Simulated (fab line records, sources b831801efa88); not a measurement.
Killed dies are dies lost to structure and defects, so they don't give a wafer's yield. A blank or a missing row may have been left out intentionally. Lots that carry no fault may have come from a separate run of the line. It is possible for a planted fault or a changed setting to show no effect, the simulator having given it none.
Which of the tools did it? :: flow sky130 :: 39 wafers sampled from 13 lots at 1 step of a route of 708

## WHAT EACH GAUGE READ, for each wafer
SKY_METAL2_OVL_MEAS_16. Usual: for METAL2_OVL the level is -4 nm and the standard deviation is 5.
lot: L955
measured: day 36 08:49
on: overlay-01
METAL2_OVL (nm): -1 -2 0
flag: 

lot: L954
measured: day 36 13:20
on: overlay-01
METAL2_OVL (nm): 5 -8 -3
flag: 

lot: L956
measured: day 36 17:26
on: overlay-02
METAL2_OVL (nm): -3 -1 -10
flag: 

lot: L957
measured: day 36 21:26
on: overlay-02
METAL2_OVL (nm): -12 -10 -5
flag: 

lot: L963
measured: day 38 08:03
on: overlay-02
METAL2_OVL (nm): -3 -4 4
flag: 

lot: L971
measured: day 40 18:09
on: overlay-01
METAL2_OVL (nm): -8 1 -2
flag: 

lot: L969
measured: day 40 20:14
on: overlay-01
METAL2_OVL (nm): 1 -2 -9
flag: 

lot: L970
measured: day 40 20:51
on: overlay-02
METAL2_OVL (nm): -8 -7 -6
flag: 

lot: L972
measured: day 41 00:11
on: overlay-01
METAL2_OVL (nm): -10 -5 1
flag: 

lot: L973
measured: day 41 08:23
on: overlay-01
METAL2_OVL (nm): -4 -9 -8
flag: 

lot: L974
measured: day 41 11:00
on: overlay-01
METAL2_OVL (nm): 2 -5 -1
flag: 

lot: L975
measured: day 41 14:44
on: overlay-02
METAL2_OVL (nm): -5 4 -5
flag: 

lot: L976
measured: day 41 17:07
on: overlay-01
METAL2_OVL (nm): -3 -7 3
flag: 

## WHAT TOOL EACH LOT RAN ON (gives the tool, then ch and the chambers of the sampled wafers, and finally the start)
There is no process step in the record ahead of these readings.

## AS READ BY THE TOOLS THEMSELVES (means over the sampled wafers that have a number; for cases with no such wafer, the mark the record gives instead)
The record holds no such reading with a usual standard deviation.

## THE ANSWER, worked out from the rows above alone
Rule: a lot counts as off when the mean over its wafers that have a number is more than 3 standard deviations away from the usual mean. A lot without any number at a reading at which 4 lots or more have one is off too. Where the step has rows for the other lots, those lots are counted as sound. First the gauges in route order, then the tools' own readings, where a lot's mean is used as printed above. The first step at which some lot is off is used, and at that step the reading that is off furthest; a lot without a number counts as furthest.
Nothing can be told from this: no lot is off at any reading shown.

## WHAT THE SIMULATOR PUT IN
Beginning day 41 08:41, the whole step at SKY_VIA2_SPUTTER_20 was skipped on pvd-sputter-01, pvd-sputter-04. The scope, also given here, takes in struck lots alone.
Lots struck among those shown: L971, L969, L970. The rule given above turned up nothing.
